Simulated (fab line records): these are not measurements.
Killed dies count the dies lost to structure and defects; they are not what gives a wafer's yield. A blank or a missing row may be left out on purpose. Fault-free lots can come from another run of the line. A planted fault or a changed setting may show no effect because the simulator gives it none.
fab line records	flow sky130
[record] lots = 6	wafers = 17	last-day = 51
route steps=708 shown METAL1@455 VIA1@458 PAD_OPEN@708
lots with no fault: from the same line, run without faults
start-h: hours from the record's opening day to when the first of the lot's shown wafers began	wait-h: time in hours since the lot's previous step	" repeats the value in the row above	L1.1+2: one row covering several wafers at once	- no value, or no start was given	* or withheld: withheld	< > ~ a bound
route shown NAME@n: a module of which the file shows steps, and the number in the route of the first	usual: the fault-free wafers' mean and standard deviation	same: alike in all rows	chamber/n: place in a boat	sites: each site's reading	_std_site: the standard deviation of these	_edge_site: the outer-site mean with the inner-site mean subtracted	radius-mm: for every site, how far away it sits from the centre of the wafer	mask NAME#n: copy n	behind: the last tool/chamber to shape the wafer	hold: reason for holding the lot/hours on hold/outcome of the hold	device: names the non-switching transistor (n, p or np)	end of line: the route-end tests of the same wafers	a step given without rows: its recipe and nothing more	killed: not the wafer's yield, but the dies lost to structure and defects at the first sort	map: shows each die of a wafer: x if killed, . if not, _ if none is there
set.NAME: the run value of the setting; set.NAME@STEP: its run value at that earlier step	model.NAME: the simulator's own value behind a step, which no gauge read
lots at selected steps of the route; one table per step, one row per wafer
services: a tool's chamber out of use, with start hour (start-h, from the record's first day; less than 0 if before it), hours out, and reason
[[steps]]
[step SKY_METAL1_STRIP_21]
[recipe] chemistry = post-etch-residue-remover	time-s = 1200	temp-c = 72.5
[step SKY_METAL1_CLEAN_22]
[recipe] chemistry = IPA	time-s = 180	temp-c = 25
[step SKY_METAL1_CLEAN_23]
[recipe] chemistry = O3/DIW	dry = n2-spin
[step SKY_VIA1_HDPCVD_00]
[recipe] material = SiO2	target-thk-nm = 1030	sigma-open-frac = 0.3	time-s = 171.7	temp-c = 400	sih4-flow-sccm = 60	pressure-mtorr = 6
[step SKY_VIA1_THK_MEAS_01]
[recipe] reads = SiO2_of_VIA1_HDPCVD_00
[usual] VIA1_HDPCVD_THK = 1026/9.9
lot.wafer	tool	chamber	start-h	wait-h	VIA1_HDPCVD_THK[nm]
L605.1	film-metro-01	-	791.64	0.1	1025
L605.3	"	-	"	"	1018
L605.4	"	-	"	"	1007
L610.4	film-metro-01	-	822.75	0.0	1025
L610.5	"	-	"	"	1025
L610.6	"	-	"	"	1021
L617.1	film-metro-01	-	878.26	0.1	1038
L617.2	"	-	"	"	1046
L617.4	"	-	"	"	1028
L619.2	film-metro-02	-	894.40	0.1	1028
L619.5	"	-	"	"	1027
L620.3	film-metro-03	-	900.14	0.1	1016
L620.5	"	-	"	"	1044
L620.6	"	-	"	"	1020
L627.1	film-metro-02	-	944.27	0.1	1037
L627.2	"	-	"	"	1023
L627.3	"	-	"	"	1043
[step SKY_VIA1_CMP_02]
[recipe] material = SiO2	down-force-psi = 4	platen-rpm = 60	pad-velocity-m-s = 0.94248
[usual] motor-current-A = 12.2/1.3
lot.wafer	tool	chamber	start-h	wait-h	motor-current-A
L605.3	cmp-02	2	791.70	0.0	13.1
L605.1	"	3	"	"	13.5
L605.4	"	1	"	"	14.1
L610.4	cmp-02	0	822.88	0.1	10.4
L610.5	"	2	"	"	13.1
L610.6	"	3	"	"	13.5
L617.2	cmp-02	2	878.32	0.0	13.7
L617.1	"	0	"	"	10.7
L617.4	"	1	"	"	13.7
L619.2	cmp-02	2	894.56	0.1	12.9
L619.5	"	1	"	"	13.7
L620.3	cmp-01	2	900.22	0.1	13.2
L620.5	"	2	"	"	12.5
L620.6	"	3	"	"	11.2
L627.1	cmp-01	1	944.38	0.1	11.6
L627.3	"	2	"	"	13.5
L627.2	"	3	"	"	11.0
[step SKY_VIA1_BOW_MEAS_03]
[recipe] mode = bow
[usual] VIA1_BOW = 80/6.5
lot.wafer	tool	chamber	start-h	wait-h	VIA1_BOW[um]
L605.1	film-metro-01	-	792.00	0.2	72
L605.3	"	-	"	"	76
L605.4	"	-	"	"	79
L610.4	film-metro-01	-	823.14	0.2	78
L610.5	"	-	"	"	83
L610.6	"	-	"	"	85
L617.1	film-metro-02	-	878.62	0.1	77
L617.2	"	-	"	"	76
L617.4	"	-	"	"	75
L619.2	film-metro-01	-	894.79	0.2	82
L619.5	"	-	"	"	75
L620.3	film-metro-03	-	900.56	0.3	92
L620.5	"	-	"	"	88
L620.6	"	-	"	"	95
L627.1	film-metro-03	-	944.63	0.2	90
L627.2	"	-	"	"	71
L627.3	"	-	"	"	81
[step SKY_VIA1_DEHYDRATE_04]
[recipe] temp-c = 200	time-s = 60
[step SKY_VIA1_HMDS_05]
[recipe] prime-time-s = 60	prime-temp-c = 120
[step SKY_VIA1_COAT_06]
[recipe] resist = BARC	temp-c = withheld	time-s = withheld	spin-rpm = 3000	resist-thk-nm = 60
[step SKY_VIA1_COAT_07]
[recipe] resist = KrF-thick	spin-rpm = 3000	resist-thk-nm = 450
[step SKY_VIA1_SOFTBAKE_08]
[recipe] temp-c = 100	time-s = 90	resist = KrF-thick
[step SKY_VIA1_EXPOSE_09]
[recipe] mask-id = VIM	na = 0.8	source-shape = annular	sigma-inner = 0.55	sigma-outer = 0.85	target-cd-nm = 150	dose-mj = 38
[usual] exposure-dose-mJ-cm2 = 37.90/0.051
[same] sigma-inner = 0.55
lot.wafer	tool	chamber	start-h	wait-h	mask	exposure-dose-mJ-cm2
L605.1	krf-scanner-01	0	805.41	-	VIM#0	37.88
L605.3	"	0	"	"	VIM#0	37.90
L605.4	"	0	"	"	VIM#0	37.84
L610.4	krf-scanner-02	0	836.68	-	VIM#0	37.87
L610.5	"	0	"	"	VIM#0	37.89
L610.6	"	0	"	"	VIM#0	37.89
L617.1	krf-scanner-01	0	891.39	-	VIM#0	37.94
L617.2	"	0	"	"	VIM#0	37.91
L617.4	"	0	"	"	VIM#0	37.89
L619.2	krf-scanner-01	0	907.51	-	VIM#0	37.81
L619.5	"	0	"	"	VIM#0	37.84
L620.3	krf-scanner-01	0	913.16	-	VIM#0	37.93
L620.5	"	0	"	"	VIM#0	37.85
L620.6	"	0	"	"	VIM#0	37.91
L627.1	krf-scanner-02	0	957.89	-	VIM#0	37.86
L627.2	"	0	"	"	VIM#0	37.85
L627.3	"	0	"	"	VIM#0	37.91
[step SKY_VIA1_PEB_10]
[recipe] peb-temp-c = withheld	peb-time-s = withheld	resist = KrF-thick
[step SKY_VIA1_DEVELOP_11]
[recipe] develop-time-s = 60	resist = KrF-thick	dev-temp-c = 21
[step SKY_VIA1_CD_MEAS_12]
[recipe] target-cd-nm = 150
[usual] cd-nm = 149.7/1.9
lot.wafer	tool	chamber	start-h	wait-h	cd-nm
L605.1	cd-sem-02	-	818.79	-	150.4
L605.3	"	-	"	"	151.0
L605.4	"	-	"	"	150.9
L610.4	cd-sem-01	-	849.83	-	150.0
L610.5	"	-	"	"	149.1
L610.6	"	-	"	"	149.1
L617.1	cd-sem-01	-	904.82	-	152.0
L617.2	"	-	"	"	151.9
L617.4	"	-	"	"	152.0
L619.2	cd-sem-01	-	920.61	-	115.4
L619.5	"	-	"	"	117.8
L620.3	cd-sem-02	-	925.95	-	150.2
L620.5	"	-	"	"	113.9
L620.6	"	-	"	"	147.6
L627.1	cd-sem-01	-	968.87	-	149.3
L627.2	"	-	"	"	149.4
L627.3	"	-	"	"	148.0
[step SKY_VIA1_OVL_MEAS_13]
[usual] VIA1_OVL = 1/5.8
lot.wafer	tool	chamber	start-h	wait-h	VIA1_OVL[nm]
L605.1	overlay-02	-	818.91	0.1	1
L605.3	"	-	"	"	1
L605.4	"	-	"	"	4
L610.4	overlay-02	-	849.91	0.1	4
L610.5	"	-	"	"	-9
L610.6	"	-	"	"	0
L617.1	overlay-02	-	904.94	0.1	2
L617.2	"	-	"	"	0
L617.4	"	-	"	"	-5
L619.2	overlay-01	-	920.72	0.1	0
L619.5	"	-	"	"	4
L620.3	overlay-02	-	926.04	0.1	-3
L620.5	"	-	"	"	-11
L620.6	"	-	"	"	-4
L627.1	overlay-02	-	968.99	0.1	-3
L627.2	"	-	"	"	2
L627.3	"	-	"	"	-6
[step SKY_VIA1_ETCH_14]
[recipe] chemistry = N2/H2	target = BARC	ion-energy-ev = 200	source-w = 500	bias-w = 100	pressure-mtorr = 30	n2-flow-sccm = 100	h2-flow-sccm = 200	stop-on = SiO2	time-s = 45.9	target-depth-a = 600
[usual] drypump-motor-current-A = 5.9/0.6	oes-product-au = 0.855/0.0049	throttle-valve-pct = 13.226/0.0092
lot.wafer	tool	chamber	start-h	wait-h	drypump-motor-current-A	oes-product-au	rf-hours-counter-h	throttle-valve-pct	model.VIA1.cd-nm
L605.1	rie-diel-04	1	818.95	0.0	6.0	0.868	9	13.221	151.1
L605.3	"	3	"	"	6.7	0.855	5	13.229	151.1
L605.4	"	2	"	"	6.4	0.865	16	13.233	151.1
L610.4	rie-diel-02	2	849.92	0.0	5.9	0.858	19	13.231	150.2
L610.5	"	3	"	"	5.3	0.854	-	13.216	148.7
L610.6	"	2	"	"	5.9	0.861	-	13.238	149
L617.1	rie-diel-02	3	904.97	0.0	5.4	0.861	13	13.209	152.2
L617.2	"	1	"	"	5.5	0.846	10	13.208	151.6
L617.4	"	2	"	"	5.9	0.851	-	13.236	152.3
L619.2	rie-diel-04	0	920.75	0.0	4.9	0.860	9	13.239	116.2
L619.5	"	0	"	"	4.9	0.860	-	13.227	118.6
L620.3	rie-diel-04	2	926.07	0.0	6.5	0.857	20	13.215	150.3
L620.5	"	3	"	"	6.7	0.858	-	13.248	114.9
L620.6	"	0	"	"	4.8	0.853	-	13.217	148.7
L627.1	rie-diel-04	1	969.02	0.0	6.0	0.846	13	13.219	149.9
L627.2	"	2	"	"	6.5	0.847	21	13.234	149.9
L627.3	"	3	"	"	6.7	0.850	10	13.235	148.7
[step SKY_VIA1_ETCH_15]
[recipe] target = SiO2	chemistry = C4F8/O2/Ar	target-depth-nm = 351	stop-on = TiN	mask-material = KrF-thick	source-w = 1500	bias-w = 1200	pressure-mtorr = 40	c4f8-flow-sccm = withheld	O2_flow_sccm = 6	Ar_flow_sccm = 300	time-s = 54
[usual] oes-product-au = 0.981/0.0055
lot.wafer	tool	chamber	start-h	wait-h	oes-product-au	rf-hours-counter-h
L605.1	rie-diel-04	1	818.99	0.0	0.981	9
L605.3	"	3	"	"	0.974	5
L605.4	"	2	"	"	0.977	16
L610.4	rie-diel-02	2	849.97	0.0	0.990	19
L610.5	"	3	"	"	0.989	-
L610.6	"	2	"	"	0.984	-
L617.1	rie-diel-02	3	905.02	0.0	0.992	14
L617.2	"	1	"	"	0.986	10
L617.4	"	2	"	"	0.976	-
L619.2	rie-diel-04	0	920.79	0.0	0.980	9
L619.5	"	0	"	"	0.974	-
L620.3	rie-diel-04	2	926.11	0.0	0.987	20
L620.5	"	3	"	"	0.985	-
L620.6	"	0	"	"	0.978	-
L627.1	rie-diel-04	1	969.07	0.0	0.978	13
L627.2	"	2	"	"	0.979	21
L627.3	"	3	"	"	0.987	10
[step SKY_PAD_OPEN_PROBE_99]
[usual] defect-limited-yield = 82.3/1.8	killed_at_M0_to_M3 = 43/6.9	killed_at_M4_up = 3.2/1.6	killed-at-contacts = 25/5.1	killed-at-front-end = 16/4.5	killed-at-other = 0.3/0.68	killed-dies = 87/8.9	killed-on-rim = 16/3.6	killed-open = 48/6.9	killed-short = 39/6.3	sort_bin_3_pad_short = 0.8/0.4	sort_bin_5_function = 10.5/1.4	sort_bin_6_memory = 6.4/1.1	sort-n-pass = 405/8.9	sort-yield-pct = 82.3/1.8
[same] gross-dies = 492	killed-at-back-side = 0	sort_bin_4_leakage[%] = 0	sort_bin_8_speed[%] = 0
lot.wafer	tool	chamber	start-h	wait-h	defect-limited-yield[%]	killed_at_M0_to_M3	killed_at_M4_up	killed-at-contacts	killed-at-front-end	killed-at-other	killed-dies	killed-on-rim	killed-open	killed-short	sort_bin_3_pad_short[%]	sort_bin_5_function[%]	sort_bin_6_memory[%]	sort-n-pass	sort-yield-pct[%]
L605.1	prober-01	-	1105.48	0.1	81.9	49	3	25	11	1	89	18	55	34	0.6	9.3	8.1	403	81.9
L605.3	prober-01	-	1105.58	0.2	83.5	33	4	22	22	0	81	10	39	42	1.0	9.6	5.9	411	83.5
L605.4	prober-01	-	1105.63	0.2	84.1	35	4	25	13	1	78	12	38	40	1.0	9.1	5.7	414	84.1
L610.4	prober-01	-	1129.03	0.2	78.9	58	6	15	25	0	104	19	62	42	0.4	12.6	8.1	388	78.9
L610.5	prober-01	-	1129.08	0.2	81.3	37	6	31	18	0	92	22	49	43	0.6	11.4	6.7	400	81.3
L610.6	prober-01	-	1129.13	0.2	80.1	54	4	20	20	0	98	21	54	44	0.6	11.4	7.9	394	80.1
L617.1	prober-02	-	1170.49	0.1	83.9	26	4	33	15	1	79	11	44	34	0.8	9.8	5.5	413	83.9
L617.2	prober-02	-	1170.54	0.1	83.1	48	4	16	14	1	83	14	43	39	0.2	10.6	6.1	409	83.1
L617.4	prober-02	-	1170.64	0.2	82.7	40	0	19	26	0	85	18	45	40	0.6	10.8	5.9	407	82.7
L619.2	prober-02	-	1179.74	0.1	1.0	438	4	32	13	0	487	96	53	38	1.0	91.9	6.1	5	1.0
L619.5	prober-02	-	1179.89	0.2	13.6	384	3	21	17	0	425	87	42	47	0.8	77.8	7.7	67	13.6
L620.5	prober-01	-	1184.93	0.2	7.7	406	2	29	17	0	454	93	54	35	0.6	86.6	5.1	38	7.7
// killed by level:class
L605.1 VIA1:geometric-particle:open=11 VIA3:geometric-particle:open=11 CONTACT:geometric-particle:open=9 LI_CONTACT:geometric-particle:open=7 VIA2:geometric-particle:short=7 LOCAL_INTERCONNECT:geometric-particle:short=6 FIELD_ISO:geometric-particle:open=5 VIA2:geometric-particle:open=5
L605.3 CONTACT:geometric-particle:open=9 VIA1:geometric-particle:open=7 LI_CONTACT:geometric-particle:open=6 FIELD_ISO:geometric-particle:short=5 POLY_GATE:geometric-particle:short=5 CONTACT:geometric-particle:short=5 METAL1:geometric-particle:short=5 POLY_CUT:geometric-particle:open=4
L605.4 CONTACT:geometric-particle:open=9 METAL1:geometric-particle:short=7 POLY_GATE:geometric-particle:short=6 LI_CONTACT:geometric-particle:open=5 LOCAL_INTERCONNECT:geometric-particle:short=5 VIA1:geometric-particle:open=5 CONTACT:geometric-particle:short=4 METAL2:geometric-particle:short=4
L610.4 VIA1:geometric-particle:open=14 VIA1:geometric-particle:short=9 CONTACT:geometric-particle:open=9 VIA3:geometric-particle:open=9 METAL1:geometric-particle:short=7 POLY_GATE:geometric-particle:short=6 FIELD_ISO:geometric-particle:open=5 LI_CONTACT:geometric-particle:open=5
L610.5 CONTACT:geometric-particle:open=11 LI_CONTACT:geometric-particle:open=9 VIA1:geometric-particle:open=9 FIELD_ISO:geometric-particle:short=7 LOCAL_INTERCONNECT:geometric-particle:short=6 METAL2:geometric-particle:short=5 METAL1:geometric-particle:short=4 VIA3:geometric-particle:short=4
L610.6 VIA1:geometric-particle:open=12 CONTACT:geometric-particle:open=9 VIA1:geometric-particle:short=9 METAL1:geometric-particle:short=8 VIA3:geometric-particle:open=7 LI_CONTACT:geometric-particle:open=6 SPACER:geometric-particle:open=4 METAL4:geometric-particle:short=4
L617.1 CONTACT:geometric-particle:open=10 CONTACT:geometric-particle:short=9 LI_CONTACT:geometric-particle:open=7 VIA2:geometric-particle:open=7 VIA1:geometric-particle:open=5 FIELD_ISO:geometric-particle:short=4 LOCAL_INTERCONNECT:geometric-particle:short=4 METAL1:geometric-particle:short=4
L617.2 VIA1:geometric-particle:open=12 METAL1:geometric-particle:short=9 CONTACT:geometric-particle:open=8 METAL2:geometric-particle:short=8 FIELD_ISO:geometric-particle:open=5 POLY_GATE:geometric-particle:open=5 VIA3:geometric-particle:short=5 CONTACT:geometric-particle:short=3
L617.4 FIELD_ISO:geometric-particle:short=14 CONTACT:geometric-particle:open=11 VIA1:geometric-particle:open=10 FIELD_ISO:geometric-particle:open=9 METAL1:geometric-particle:short=6 VIA3:geometric-particle:open=5 LI_CONTACT:geometric-particle:open=4 VIA1:geometric-particle:short=4
L619.2 VIA1:area-expose=396 VIA1:geometric-particle:open=10 LI_CONTACT:geometric-particle:open=9 CONTACT:geometric-particle:short=9 CONTACT:geometric-particle:open=8 VIA2:geometric-particle:open=8 METAL3:geometric-particle:short=5 VIA3:geometric-particle:short=5
L619.5 VIA1:area-expose=336 VIA3:geometric-particle:open=8 VIA1:geometric-particle:short=7 VIA1:geometric-particle:open=7 LI_CONTACT:geometric-particle:open=6 CONTACT:geometric-particle:short=6 POLY_GATE:geometric-particle:short=5 METAL1:geometric-particle:short=5
L620.5 VIA1:area-expose=365 CONTACT:geometric-particle:open=11 LI_CONTACT:geometric-particle:open=10 VIA1:geometric-particle:open=9 VIA2:geometric-particle:open=7 VIA3:geometric-particle:open=7 VIA1:geometric-particle:short=6 FIELD_ISO:geometric-particle:short=5
// map L619.2 (x killed, . not)
__________xxxxxxxxxx_________
________xxxxxxxxxxxxxx_______
______xxxxxxxxxxxxxxxxxx_____
_____xxxxxxxxxxxxxxxxxxxx____
____xxxxxxxxxxxxxxxxxxxxxx___
___xxxxxxxxxxxxxxxxxxxxxxxx__
__xxxxxxxxxxxxxxxxxxxxxxxxxx_
_xxxxxxxxxxxxxxxxxxxxxxxxxxxx
_xxxxxxxxxxxxxxxxxxxxxxxxxxxx
_xxxxxxxxxxxxxxxxxxxxxxxxxxxx
_xxxxxxxxxxxxxxxxxxxxxxxxxxxx
_xxxxxxxxxxxx.xxxxxxxxxxxxxxx
_xxxxxxxxxxxxxxxxxxxxxxxxxxxx
_xxxxxxxxxxxxxxxxxx.xxxxxxxxx
_xxxxxxxxxxxxxxxxxxx.xxxxxxxx
__xxxxxxxxxxxxxxxxx.xxxxxxxx_
___xxxxxxxxxxxxxxxxxxxxxxxx__
____xxxxxxxxxxxxxxxxxxxxxx___
_____xxxxxxxxxxxxxxxxxxxx____
______xxxxxxxxxxxxxxxxxx_____
________xxxx.xxxxxxxxx_______
__________xxxxxxxxxx_________
// map L620.5 (x killed, . not)
__________xxxxxxxxxx_________
________xxxxxxxxxxxxxx_______
______xxxxxxxxxxxxxxxxxx_____
_____xxxxxxxxxxxxxxxxxxxx____
____xxxxxxxxxxxxxxxxxxxxxx___
___xxxxxxxxxxxxxxxxxxxxxxxx__
__xxxxxxxxxxxxxxxxxxxxxxxxxx_
_xxxxxxxxxxxxxxxxxxxxxxxxxxxx
_xxxxxxxxxxxx.xxxxxx.xxxxxxxx
_xxxxxxxxxxxxxxxxx.xxxx.xxxxx
_xxxxxxxxxx.xx.x.xxxxx.xxxxxx
_xxxxxxxxxxxxx.xxxxxxxx.xxxxx
_xx.xxxxx.xxx.xxxx.xx.xxxxxxx
_xxxxxxxxxxxxxxxxxx.xxx.xxxxx
_xxxxxxxxxx.xxxx.x.x.xxxxxxxx
__xxxxx.xxx.xx.xxxxxxxxxxxxx_
___xxxxxxx.xxx..xxx.xxxxxxx__
____xxxxx.xxxxx.x.x.xxxxxx___
_____.xxxxxxxxxxx.xxxxxxx____
______xxxxxxxxxxxx.xxxxx_____
________xxxxxxxxxx..xx_______
__________xxxxxx.xxx_________
[[services]]
tool	chamber	start-h	hours	kind
cmp-02	-	775.01	7.7	pm
krf-scanner-01	-	788.62	0.8	pm
krf-scanner-02	-	793.92	1.0	pm
rie-diel-04	0	794.59	3.2	repair
rie-diel-02	1	810.69	11.2	repair
krf-scanner-01	-	811.86	1.0	pm
krf-scanner-01	-	825.40	0.8	pm
krf-scanner-01	-	828.92	0.7	repair
krf-scanner-01	-	848.07	4.4	pm
cmp-02	-	851.84	4.1	pm
krf-scanner-01	-	855.33	2.2	repair
rie-diel-04	2	866.07	10.3	repair
krf-scanner-01	-	884.32	1.3	pm
krf-scanner-01	-	886.85	1.1	repair
rie-diel-02	0	904.76	2.7	repair
cmp-02	-	909.76	1.3	repair
krf-scanner-01	-	916.85	4.0	pm
rie-diel-04	1	917.45	14.3	repair
rie-diel-04	3	921.34	4.2	repair
rie-diel-02	0	924.94	3.0	repair
rie-diel-04	-	943.97	0.9	repair
krf-scanner-01	-	945.24	0.8	repair
rie-diel-02	1	948.40	8.7	repair
rie-diel-02	1	959.82	18.5	repair
[[key]]
[first-sign] step = SKY_VIA1_CD_MEAS_12	reading = cd-nm	direction = down	sigmas = 18	usual = 149.7	struck = 115.7
[effect] step = SKY_PAD_OPEN_PROBE_99	reading = sort_bin_5_function	direction = up	sigmas = 54	usual = 10.5	struck = 85.4
[model-effect] step = SKY_VIA1_ETCH_14	value = VIA1.cd-nm	without = 151.5	struck = 116.6
[more-kills-born-at] SKY_VIA1_EXPOSE_09@krf-scanner-01 = 1097
met-at SKY_VIA1_EXPOSE_09
struck-wafers L619.2,L619.5,L620.5
later-rows-left-out L619.2,L619.5,L620.5
onset-between 891.39 907.51
[fault] kind = process-parameter-drift	tool = krf-scanner-01	chamber = -	onset-h = 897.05	steps = SKY_VIA1_EXPOSE_09	channel = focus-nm	offset = 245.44	shape = step	end-h = 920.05	scope = struck-wafers-only
// later-rows-left-out: the simulator's readings of these wafers behind a module that went badly wrong aren't trusted and aren't shown, but for the sort
